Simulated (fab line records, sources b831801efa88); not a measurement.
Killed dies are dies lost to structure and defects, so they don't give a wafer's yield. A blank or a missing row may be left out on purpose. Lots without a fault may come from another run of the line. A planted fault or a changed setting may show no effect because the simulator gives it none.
Which tool did it? | flow sfq_line | 14 lots, 42 wafers sampled, at 1 step of a route of 325

WHAT THE GAUGES READ, wafer by wafer
The record holds no reading of a measuring or inspecting step that can be judged against a usual standard deviation.

WHICH TOOL RAN EACH LOT (tool, then ch and the chambers of the sampled wafers, then the start)
lot  | SFQ_TRILAYER_L0_CAP_PECVD_011
L307 | pecvd-04 ch 1,2, day 4 10:40
L308 | pecvd-03 ch 1,2, day 4 14:26
L309 | pecvd-01 ch 1,2, day 4 21:28
L310 | pecvd-04 ch 1,2, day 5 03:28
L311 | pecvd-04 ch 0,1,2, day 5 11:52
L312 | pecvd-01 ch 0,2, day 5 17:52
L315 | pecvd-04 ch 0,1, day 6 08:16
L318 | pecvd-04 ch 0,1, day 7 02:32
L319 | pecvd-04 ch 0,1,2, day 7 06:22
L322 | pecvd-01 ch 1,2, day 7 22:56
L324 | pecvd-01 ch 0,1,2, day 8 07:20
L326 | pecvd-01 ch 0,1,2, day 8 15:44
L328 | pecvd-01 ch 0,2, day 9 03:44
L330 | pecvd-03 ch 0,2, day 9 13:08
- SFQ_TRILAYER_L0_CAP_PECVD_011: deposits SiO2 from SiH4/N2O, time 13.333 s, target thk 60 nm.

WHAT THE TOOLS THEMSELVES READ (means of the sampled wafers that have a number; where no wafer has one, the mark that the record gives instead)
SFQ_TRILAYER_L0_CAP_PECVD_011.
lot  | tool     | chamber_pressure_Torr (Torr) | heater_power_outer_w (W) | heater_power_w (W) | rf_fwd_power_W (W) | throttle_valve_pct (%)
L307 | pecvd-04 | 2.399                        | 29                       | 84                 | 179.3              | 24.7
L308 | pecvd-03 | 2.410                        | 49                       | 115                | 180.4              | 27.7
L309 | pecvd-01 | 2.401                        | 30                       | 77                 | 180.0              | 24.1
L310 | pecvd-04 | 2.399                        | 24                       | 76                 | 179.8              | 24.8
L311 | pecvd-04 | 2.394                        | 28                       | 81                 | 180.0              | 24.9
L312 | pecvd-01 | 2.403                        | 24                       | 74                 | 179.5              | 24.4
L315 | pecvd-04 | 2.400                        | 24                       | 81                 | 179.1              | 24.9
L318 | pecvd-04 | 2.401                        | 31                       | 90                 | 169.0              | 24.9
L319 | pecvd-04 | 2.404                        | 33                       | 88                 | 170.0              | 24.9
L322 | pecvd-01 | 2.407                        | 32                       | 78                 | 180.3              | 24.2
L324 | pecvd-01 | 2.398                        | 30                       | 82                 | 180.2              | 24.3
L326 | pecvd-01 | 2.397                        | 29                       | 81                 | 179.9              | 24.4
L328 | pecvd-01 | 2.397                        | 24                       | 74                 | 179.5              | 24.8
L330 | pecvd-03 | 2.400                        | 47                       | 101                | 180.5              | 27.6

THE ANSWER, worked out from the rows above alone
Rule: what is usual is taken from the lots themselves. Put in order of their means at a reading, lots are off if they are a third of the lots or fewer, leave a main group of 4 or more, and stand apart from it by a gap of 3 or more times the standard deviation of the main group's means; of several such gaps the widest counts. A main group whose means are all the same, to the digits that the tables above print for the reading, isn't used. A lot without any number at a reading at which 4 lots or more have one is off too. The other lots that the step has rows for count as sound. The gauges are gone through in route order, then the tools' own readings, and for those a lot's mean is taken as printed above. The first step at which some lot is off is used, and at that step the reading that is off furthest; a lot without a number counts as furthest.
Off: L318, L319, at SFQ_TRILAYER_L0_CAP_PECVD_011 (rf_fwd_power_W). The main group: mean 179.9 W, standard deviation 0.43.
A tool fits if, at that step or a process step before it, it ran every lot that is off, and no sound lot after the first of them. One fits: pecvd-04 at SFQ_TRILAYER_L0_CAP_PECVD_011. Its last sound lot is L315 (day 6 08:16), its first lot that is off L318 (day 7 02:32): a fault that began between those two fits.
The tool's own readings at SFQ_TRILAYER_L0_CAP_PECVD_011 bear it out: on the lots that are off they differ by more than 5 times the standard deviation of the sound lots' means. rf_fwd_power_W reads 169.5 W there against 179.9 W on the sound lots.

WHAT THE SIMULATOR HAD PUT IN
Process parameter drift: pecvd-04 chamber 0, from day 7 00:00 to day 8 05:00, at SFQ_TRILAYER_L0_CAP_PECVD_011. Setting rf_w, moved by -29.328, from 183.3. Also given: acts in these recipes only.
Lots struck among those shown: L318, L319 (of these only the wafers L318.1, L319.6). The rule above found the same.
